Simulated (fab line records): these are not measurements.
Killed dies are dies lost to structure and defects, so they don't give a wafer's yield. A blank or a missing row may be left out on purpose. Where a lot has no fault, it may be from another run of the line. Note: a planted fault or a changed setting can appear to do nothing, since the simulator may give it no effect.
fab line records :: flow gf180mcu
record
  lots=6
  wafers=18
  last-day=34
route steps=602 shown MVPSD@84 VT_IMPLANT@90
lots untouched by any fault: they come from a run of this same line in which no faults occurred
start-h: hours from the record's first day to the start of the lot's first wafer shown :: wait-h: time in hours since the lot's previous step :: " unchanged from the row above :: L1.1+2: a row that stands for several wafers :: - no value, or no start given :: * or withheld: withheld :: < > ~ a bound
route shown NAME@n: a module of which the file shows steps, and the number in the route of the first :: usual: the fault-free wafers' mean and standard deviation :: same: alike in all rows :: chamber/n: place in a boat :: sites: each site's reading :: _std_site: standard deviation across them :: _edge_site: mean of outer sites minus mean of inner sites :: radius-mm: for every site, how far away it sits from the centre of the wafer :: mask NAME#n: copy n :: behind: tool/chamber where the wafer was last shaped :: hold: cause of the lot's hold/its duration in hours/its outcome :: device: the n, p or np transistor that did not switch :: end of line: the tests these same wafers got at the end of their route :: a step given without rows: its recipe and nothing more :: killed: dies that structure and defects cost at the first sort, which is not the same as the wafer's yield :: map: per-die view of a wafer (x killed, . not killed, _ where there is no die)
set.NAME: setting as actually run; set.NAME@STEP: the setting as run at that earlier step :: model.NAME: the simulator's own value behind a step, which no gauge read
lots at some steps of the route; a table a step, a row a wafer
## steps
# step GF_MVPSD_DEVELOP_06
# recipe
  wall-angle-deg=90
  develop-time-s=60
  dev-temp-c=23
# step GF_MVPSD_OVL_MEAS_07
# usual
  MVPSD_OVL=-0.3/1.7
lot.wafer: L558.3
tool: overlay-02
chamber: -
start-h: 155.80
wait-h: -
MVPSD_OVL[nm]: 0.2

lot.wafer: L558.4
tool: overlay-02
chamber: -
start-h: 155.80
wait-h: -
MVPSD_OVL[nm]: 0.4

lot.wafer: L558.5
tool: overlay-02
chamber: -
start-h: 155.80
wait-h: -
MVPSD_OVL[nm]: 1.5

lot.wafer: L559.2
tool: overlay-01
chamber: -
start-h: 160.85
wait-h: -
MVPSD_OVL[nm]: 0.7

lot.wafer: L559.4
tool: overlay-01
chamber: -
start-h: 160.85
wait-h: -
MVPSD_OVL[nm]: 2.5

lot.wafer: L559.6
tool: overlay-01
chamber: -
start-h: 160.85
wait-h: -
MVPSD_OVL[nm]: 0.9

lot.wafer: L568.1
tool: overlay-01
chamber: -
start-h: 216.76
wait-h: -
MVPSD_OVL[nm]: -1.7

lot.wafer: L568.4
tool: overlay-01
chamber: -
start-h: 216.76
wait-h: -
MVPSD_OVL[nm]: -2.0

lot.wafer: L568.6
tool: overlay-01
chamber: -
start-h: 216.76
wait-h: -
MVPSD_OVL[nm]: -1.5

lot.wafer: L569.1
tool: overlay-02
chamber: -
start-h: 224.41
wait-h: -
MVPSD_OVL[nm]: 1.0

lot.wafer: L569.2
tool: overlay-02
chamber: -
start-h: 224.41
wait-h: -
MVPSD_OVL[nm]: 1.0

lot.wafer: L569.3
tool: overlay-02
chamber: -
start-h: 224.41
wait-h: -
MVPSD_OVL[nm]: 0.5

lot.wafer: L570.2
tool: overlay-01
chamber: -
start-h: 227.94
wait-h: -
MVPSD_OVL[nm]: -3.0

lot.wafer: L570.5
tool: overlay-01
chamber: -
start-h: 227.94
wait-h: -
MVPSD_OVL[nm]: -1.4

lot.wafer: L570.6
tool: overlay-01
chamber: -
start-h: 227.94
wait-h: -
MVPSD_OVL[nm]: -2.1

lot.wafer: L571.1
tool: overlay-02
chamber: -
start-h: 231.81
wait-h: -
MVPSD_OVL[nm]: 2.6

lot.wafer: L571.2
tool: overlay-02
chamber: -
start-h: 231.81
wait-h: -
MVPSD_OVL[nm]: 1.1

lot.wafer: L571.4
tool: overlay-02
chamber: -
start-h: 231.81
wait-h: -
MVPSD_OVL[nm]: 2.2
# step GF_MVPSD_IMPLANT_08
# recipe
  species=B
  energy-kev=170
  dose-cm2=1.5e+13
  tilt-deg=0
# step GF_MVPSD_IMPLANT_09
# recipe
  species=B
  energy-kev=40
  dose-cm2=5e+12
  tilt-deg=0
# step GF_MVPSD_STRIP_10
# recipe
  chemistry=O2/N2
  power-w=1400
  pressure-mtorr=1500
  platen-temp-c=250
  o2-flow-sccm=3000
  n2-flow-sccm=300
  overash-fraction=0.5
# usual
  drypump-motor-current-A=5.65/0.25
  heater-power-w=328/36
  oes-product-au=0.722/0.0043
  strip-time-to-endpoint-s=37.01/0.11
lot.wafer: L558.3
tool: plasma-asher-04
chamber: 0
start-h: 156.16
wait-h: 0.1
drypump-motor-current-A: 5.86
heater-power-w: 290
oes-product-au: 0.726
rf-hours-counter-h: -
strip-time-to-endpoint-s: 36.99

lot.wafer: L558.4
tool: plasma-asher-04
chamber: 1
start-h: 156.16
wait-h: 0.1
drypump-motor-current-A: 5.16
heater-power-w: 280
oes-product-au: 0.723
rf-hours-counter-h: -
strip-time-to-endpoint-s: 37.08

lot.wafer: L558.5
tool: plasma-asher-04
chamber: 0
start-h: 156.16
wait-h: 0.1
drypump-motor-current-A: 5.87
heater-power-w: 281
oes-product-au: 0.720
rf-hours-counter-h: -
strip-time-to-endpoint-s: 37.04

lot.wafer: L559.2
tool: plasma-asher-03
chamber: 1
start-h: 161.18
wait-h: 0.1
drypump-motor-current-A: 5.97
heater-power-w: 381
oes-product-au: 0.726
rf-hours-counter-h: 57
strip-time-to-endpoint-s: 37.11

lot.wafer: L559.4
tool: plasma-asher-03
chamber: 0
start-h: 161.18
wait-h: 0.1
drypump-motor-current-A: 5.62
heater-power-w: 347
oes-product-au: 0.725
rf-hours-counter-h: -
strip-time-to-endpoint-s: 37.08

lot.wafer: L559.6
tool: plasma-asher-03
chamber: 1
start-h: 161.18
wait-h: 0.1
drypump-motor-current-A: 5.97
heater-power-w: 381
oes-product-au: 0.715
rf-hours-counter-h: -
strip-time-to-endpoint-s: 37.00

lot.wafer: L568.1
tool: plasma-asher-02
chamber: 1
start-h: 217.10
wait-h: 0.1
drypump-motor-current-A: 5.68
heater-power-w: 315
oes-product-au: 0.717
rf-hours-counter-h: 10
strip-time-to-endpoint-s: 37.13

lot.wafer: L568.4
tool: plasma-asher-02
chamber: 1
start-h: 217.10
wait-h: 0.1
drypump-motor-current-A: 5.66
heater-power-w: 303
oes-product-au: 0.724
rf-hours-counter-h: -
strip-time-to-endpoint-s: 37.16

lot.wafer: L568.6
tool: plasma-asher-02
chamber: 0
start-h: 217.10
wait-h: 0.1
drypump-motor-current-A: 5.47
heater-power-w: 305
oes-product-au: 0.720
rf-hours-counter-h: -
strip-time-to-endpoint-s: 37.11

lot.wafer: L569.1
tool: plasma-asher-02
chamber: 1
start-h: 224.75
wait-h: 0.1
drypump-motor-current-A: 5.68
heater-power-w: 317
oes-product-au: 0.717
rf-hours-counter-h: 11
strip-time-to-endpoint-s: 36.76

lot.wafer: L569.2
tool: plasma-asher-02
chamber: 0
start-h: 224.75
wait-h: 0.1
drypump-motor-current-A: 5.44
heater-power-w: 308
oes-product-au: 0.725
rf-hours-counter-h: 11
strip-time-to-endpoint-s: 36.72

lot.wafer: L569.3
tool: plasma-asher-02
chamber: 0
start-h: 224.75
wait-h: 0.1
drypump-motor-current-A: 5.47
heater-power-w: 302
oes-product-au: 0.723
rf-hours-counter-h: -
strip-time-to-endpoint-s: 36.83

lot.wafer: L570.2
tool: plasma-asher-02
chamber: 1
start-h: 228.27
wait-h: 0.1
drypump-motor-current-A: 5.69
heater-power-w: 314
oes-product-au: 0.716
rf-hours-counter-h: 11
strip-time-to-endpoint-s: 36.88

lot.wafer: L570.5
tool: plasma-asher-02
chamber: 1
start-h: 228.27
wait-h: 0.1
drypump-motor-current-A: 5.68
heater-power-w: 327
oes-product-au: 0.718
rf-hours-counter-h: -
strip-time-to-endpoint-s: 36.88

lot.wafer: L570.6
tool: plasma-asher-02
chamber: 0
start-h: 228.27
wait-h: 0.1
drypump-motor-current-A: 5.46
heater-power-w: 308
oes-product-au: 0.719
rf-hours-counter-h: -
strip-time-to-endpoint-s: 37.00

lot.wafer: L571.1
tool: plasma-asher-04
chamber: 0
start-h: 232.15
wait-h: 0.1
drypump-motor-current-A: 5.85
heater-power-w: 287
oes-product-au: 0.725
rf-hours-counter-h: 57
strip-time-to-endpoint-s: 37.09

lot.wafer: L571.2
tool: plasma-asher-04
chamber: 1
start-h: 232.15
wait-h: 0.1
drypump-motor-current-A: 5.17
heater-power-w: 281
oes-product-au: 0.723
rf-hours-counter-h: 57
strip-time-to-endpoint-s: 37.08

lot.wafer: L571.4
tool: plasma-asher-04
chamber: 1
start-h: 232.15
wait-h: 0.1
drypump-motor-current-A: 5.17
heater-power-w: 291
oes-product-au: 0.725
rf-hours-counter-h: -
strip-time-to-endpoint-s: 37.04
# step GF_MVPSD_TW_MEAS_11
# usual
  MVPSD_TW=551/5.5
lot.wafer: L558.3
tool: film-metro-04
chamber: -
start-h: 156.24
wait-h: 0.1
MVPSD_TW: 554

lot.wafer: L558.4
tool: film-metro-04
chamber: -
start-h: 156.24
wait-h: 0.1
MVPSD_TW: 555

lot.wafer: L558.5
tool: film-metro-04
chamber: -
start-h: 156.24
wait-h: 0.1
MVPSD_TW: 555

lot.wafer: L559.2
tool: film-metro-01
chamber: -
start-h: 161.29
wait-h: 0.1
MVPSD_TW: 546

lot.wafer: L559.4
tool: film-metro-01
chamber: -
start-h: 161.29
wait-h: 0.1
MVPSD_TW: 550

lot.wafer: L559.6
tool: film-metro-01
chamber: -
start-h: 161.29
wait-h: 0.1
MVPSD_TW: 547

lot.wafer: L568.1
tool: film-metro-04
chamber: -
start-h: 217.20
wait-h: 0.1
MVPSD_TW: 553

lot.wafer: L568.4
tool: film-metro-04
chamber: -
start-h: 217.20
wait-h: 0.1
MVPSD_TW: 550

lot.wafer: L568.6
tool: film-metro-04
chamber: -
start-h: 217.20
wait-h: 0.1
MVPSD_TW: 550

lot.wafer: L569.1
tool: film-metro-01
chamber: -
start-h: 224.85
wait-h: 0.1
MVPSD_TW: 547

lot.wafer: L569.2
tool: film-metro-01
chamber: -
start-h: 224.85
wait-h: 0.1
MVPSD_TW: 543

lot.wafer: L569.3
tool: film-metro-01
chamber: -
start-h: 224.85
wait-h: 0.1
MVPSD_TW: 546

lot.wafer: L570.2
tool: film-metro-02
chamber: -
start-h: 228.38
wait-h: 0.1
MVPSD_TW: 551

lot.wafer: L570.5
tool: film-metro-02
chamber: -
start-h: 228.38
wait-h: 0.1
MVPSD_TW: 551

lot.wafer: L570.6
tool: film-metro-02
chamber: -
start-h: 228.38
wait-h: 0.1
MVPSD_TW: 550

lot.wafer: L571.1
tool: film-metro-04
chamber: -
start-h: 232.25
wait-h: 0.1
MVPSD_TW: 553

lot.wafer: L571.2
tool: film-metro-04
chamber: -
start-h: 232.25
wait-h: 0.1
MVPSD_TW: 552

lot.wafer: L571.4
tool: film-metro-04
chamber: -
start-h: 232.25
wait-h: 0.1
MVPSD_TW: 553
# step GF_VT_IMPLANT_DEHYDRATE_00
# recipe
  temp-c=200
  time-s=60
# step GF_VT_IMPLANT_HMDS_01
# recipe
  prime-time-s=60
  prime-temp-c=120
# step GF_VT_IMPLANT_COAT_02
# recipe
  resist=NOVOLAK
  spin-rpm=3000
  resist-thk-nm=1000
# step GF_VT_IMPLANT_SOFTBAKE_03
# recipe
  temp-c=90
  time-s=60
  resist=NOVOLAK
# step GF_VT_IMPLANT_EXPOSE_04
# recipe
  mask-id=LVPWELL_LV_AREA
  target-cd-nm=600
  na=0.6
  source-shape=conventional
  sigma-outer=0.6
  dose-mj=140
# step GF_VT_IMPLANT_PEB_05
# recipe
  temp-c=withheld
  time-s=*
  resist=NOVOLAK
# step GF_VT_IMPLANT_DEVELOP_06
# recipe
  develop-time-s=60
  dev-temp-c=23
# usual
  developer-temp-C=23.02/0.11
lot.wafer: L558.3
tool: litho-track-04
chamber: 0
start-h: 171.70
wait-h: 0.1
developer-temp-C: 23.10

lot.wafer: L558.4
tool: litho-track-04
chamber: 0
start-h: 171.70
wait-h: 0.1
developer-temp-C: 23.16

lot.wafer: L558.5
tool: litho-track-04
chamber: 0
start-h: 171.70
wait-h: 0.1
developer-temp-C: 23.05

lot.wafer: L559.2
tool: litho-track-04
chamber: 0
start-h: 176.27
wait-h: 0.1
developer-temp-C: 23.20

lot.wafer: L559.4
tool: litho-track-04
chamber: 0
start-h: 176.27
wait-h: 0.1
developer-temp-C: 22.99

lot.wafer: L559.6
tool: litho-track-04
chamber: 0
start-h: 176.27
wait-h: 0.1
developer-temp-C: 23.24

lot.wafer: L568.1
tool: litho-track-04
chamber: 0
start-h: 234.70
wait-h: 0.1
developer-temp-C: 22.13

lot.wafer: L568.4
tool: litho-track-04
chamber: 0
start-h: 234.70
wait-h: 0.1
developer-temp-C: 22.12

lot.wafer: L568.6
tool: litho-track-04
chamber: 0
start-h: 234.70
wait-h: 0.1
developer-temp-C: 22.22

lot.wafer: L569.1
tool: litho-track-04
chamber: 0
start-h: 242.85
wait-h: 0.1
developer-temp-C: 22.07

lot.wafer: L569.2
tool: litho-track-04
chamber: 0
start-h: 242.85
wait-h: 0.1
developer-temp-C: 22.14

lot.wafer: L569.3
tool: litho-track-04
chamber: 0
start-h: 242.85
wait-h: 0.1
developer-temp-C: 22.10

lot.wafer: L570.2
tool: litho-track-03
chamber: 0
start-h: 245.66
wait-h: 0.1
developer-temp-C: 23.06

lot.wafer: L570.5
tool: litho-track-03
chamber: 0
start-h: 245.66
wait-h: 0.1
developer-temp-C: 23.14

lot.wafer: L570.6
tool: litho-track-03
chamber: 0
start-h: 245.66
wait-h: 0.1
developer-temp-C: 23.22

lot.wafer: L571.1
tool: litho-track-03
chamber: 0
start-h: 249.99
wait-h: 0.1
developer-temp-C: 22.97

lot.wafer: L571.2
tool: litho-track-03
chamber: 0
start-h: 249.99
wait-h: 0.1
developer-temp-C: 22.97

lot.wafer: L571.4
tool: litho-track-03
chamber: 0
start-h: 249.99
wait-h: 0.1
developer-temp-C: 23.03
# step GF_VT_IMPLANT_OVL_MEAS_07
# usual
  VT_IMPLANT_OVL=-2.2/1.4
lot.wafer: L558.3
tool: overlay-02
chamber: -
start-h: 171.81
wait-h: 0.1
VT_IMPLANT_OVL[nm]: -0.4

lot.wafer: L558.4
tool: overlay-02
chamber: -
start-h: 171.81
wait-h: 0.1
VT_IMPLANT_OVL[nm]: -1.9

lot.wafer: L558.5
tool: overlay-02
chamber: -
start-h: 171.81
wait-h: 0.1
VT_IMPLANT_OVL[nm]: -2.2

lot.wafer: L559.2
tool: overlay-02
chamber: -
start-h: 176.40
wait-h: 0.1
VT_IMPLANT_OVL[nm]: -2.4

lot.wafer: L559.4
tool: overlay-02
chamber: -
start-h: 176.40
wait-h: 0.1
VT_IMPLANT_OVL[nm]: -0.3

lot.wafer: L559.6
tool: overlay-02
chamber: -
start-h: 176.40
wait-h: 0.1
VT_IMPLANT_OVL[nm]: -0.1

lot.wafer: L568.1
tool: overlay-02
chamber: -
start-h: 234.85
wait-h: 0.1
VT_IMPLANT_OVL[nm]: -2.1

lot.wafer: L568.4
tool: overlay-02
chamber: -
start-h: 234.85
wait-h: 0.1
VT_IMPLANT_OVL[nm]: -1.2

lot.wafer: L568.6
tool: overlay-02
chamber: -
start-h: 234.85
wait-h: 0.1
VT_IMPLANT_OVL[nm]: -1.4

lot.wafer: L569.1
tool: overlay-01
chamber: -
start-h: 243.00
wait-h: 0.1
VT_IMPLANT_OVL[nm]: 0.4

lot.wafer: L569.2
tool: overlay-01
chamber: -
start-h: 243.00
wait-h: 0.1
VT_IMPLANT_OVL[nm]: 0.8

lot.wafer: L569.3
tool: overlay-01
chamber: -
start-h: 243.00
wait-h: 0.1
VT_IMPLANT_OVL[nm]: -1.0

lot.wafer: L570.2
tool: overlay-02
chamber: -
start-h: 245.79
wait-h: 0.1
VT_IMPLANT_OVL[nm]: -3.9

lot.wafer: L570.5
tool: overlay-02
chamber: -
start-h: 245.79
wait-h: 0.1
VT_IMPLANT_OVL[nm]: -2.7

lot.wafer: L570.6
tool: overlay-02
chamber: -
start-h: 245.79
wait-h: 0.1
VT_IMPLANT_OVL[nm]: -1.4

lot.wafer: L571.1
tool: overlay-02
chamber: -
start-h: 250.14
wait-h: 0.1
VT_IMPLANT_OVL[nm]: -3.8

lot.wafer: L571.2
tool: overlay-02
chamber: -
start-h: 250.14
wait-h: 0.1
VT_IMPLANT_OVL[nm]: -3.1

lot.wafer: L571.4
tool: overlay-02
chamber: -
start-h: 250.14
wait-h: 0.1
VT_IMPLANT_OVL[nm]: -2.7
## key
first-sign
  step=GF_VT_IMPLANT_DEVELOP_06
  reading=developer-temp-C
  direction=down
  sigmas=8
  usual=*
  struck=*
effect none on later readings
met-at GF_VT_IMPLANT_DEVELOP_06
struck-wafers L568.1,L568.4,L568.6,L569.1,L569.2,L569.3
tester-left-out L568,L569
onset-between 176.27 234.70
fault
  kind=process-parameter-drift
  tool=litho-track-04
  chamber=-
  onset-h=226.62
  steps=GF_VT_IMPLANT_DEVELOP_06
  channel=dev-temp-c
  offset=*
  shape=step
  end-h=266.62
  acts-in=*
  stated=*
# tester-left-out: of these lots the tester's yield and bins aren't shown, on N5 and GAA mostly nor the transistor test; their killed dies are dies lost to structure and defects alone, not to doping, threshold or leakage, so they don't give the yield
